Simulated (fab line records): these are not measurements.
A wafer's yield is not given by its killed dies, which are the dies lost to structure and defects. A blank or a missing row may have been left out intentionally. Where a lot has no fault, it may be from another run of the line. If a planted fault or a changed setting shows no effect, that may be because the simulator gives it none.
8D (eight disciplines) problem report, filled in by code    flow sky130    the parts of the form that need people (team, actions taken, sign-off) are left out

== 1. THE PROBLEM ==
Wafers free of any fault read 1807 nm (standard deviation 17) for VIA4_HDPCVD_THK at SKY_VIA4_THK_MEAS_01, against a mean of 576 nm on 9 wafers of 3 lots. Relative to the usual mean, that is a shift of -72 standard deviations.
Seen first at day 46 11:02 on film metro-04, wafer L408.1. The record holds 39 wafers of 13 lots with a number at this step. Rule for "out" (also "out of limits"): further than 4 standard deviations from the usual mean. Any other wafer with a number is counted as sound.

== 2. WHAT IT IS, AND WHAT IT ISN'T ==
question                     is                                           is not
which readings at this step  VIA4_HDPCVD_THK                              -
which lots                   L408, L410, L411                             L393, L394, L396, L398, L400, L401, L404, L405, L409, L413
which wafers of those lots   all that have a number                       -
read on which gauges         film metro-01, film metro-03, film metro-04  -
when                         from day 46 11:02                            up to then (24 sound wafers); but 6 sound wafers of L409, L413 came after

== 3. THE SUSPECTS, EACH WITH WHAT RULES IT OUT ==
Counting: a tool at any process step up to the reading remains a suspect when it ran all the lots that are out and ran no sound lot after the first of those.
- ruled out: the gauge at SKY_VIA4_THK_MEAS_01. Those wafers that are out were read across 3 gauges (film metro-01, film metro-03, film metro-04).
- pvd sputter-01 at SKY_METAL3_SPUTTER_03 (material Ti, target thk 5 nm, time 3.3 s): ruled out as a lasting fault. After its first lot that is out, L408 (day 41 13:02), sound lots L413 ran on it.
- hdpcvd-02 at SKY_VIA4_HDPCVD_00 (deposits SiO2, target thk 1750 nm, time 300.4 s): kept. It processed each lot that is out, first L408 at day 46 10:52, and no sound lot thereafter; up to then, the last sound lot it processed was L404 at day 45 09:16.
Left after counting: hdpcvd-02 at SKY_VIA4_HDPCVD_00.

== 4. THE CAUSE (what the simulator had put in) ==
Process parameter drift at SKY_VIA4_HDPCVD_00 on hdpcvd-02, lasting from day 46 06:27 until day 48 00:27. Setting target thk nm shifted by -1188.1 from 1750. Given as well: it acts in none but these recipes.
Counting left only this tool.

== 5. SEQUENCE OF EFFECTS, ordered by route ==
Each row: a reading whose mean over the struck wafers that have a number lies more than 3 standard deviations from the usual. Only readings for which the record gives a usual standard deviation are gone through. hours: the time from each lot's start at the first step in this table that gives one to its start at this step, as a median over the lots. sigmas: the change in usual standard deviations.
hours  step                  reading          usual    on struck wafers  change  sigmas
0      SKY_VIA4_THK_MEAS_01  VIA4_HDPCVD_THK  1807 nm  576               -1231   -72

== 6. WHAT WOULD HAVE CAUGHT IT SOONER ==
In this record the first reading out of limits at a measuring or inspecting step was taken at day 46 11:02, 5 hours after the fault began at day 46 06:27.
Lots out: 3; of these, L410, L411 started SKY_VIA4_HDPCVD_00 on hdpcvd-02 after day 46 11:02. A hold on the tool at that time would have spared those 2.
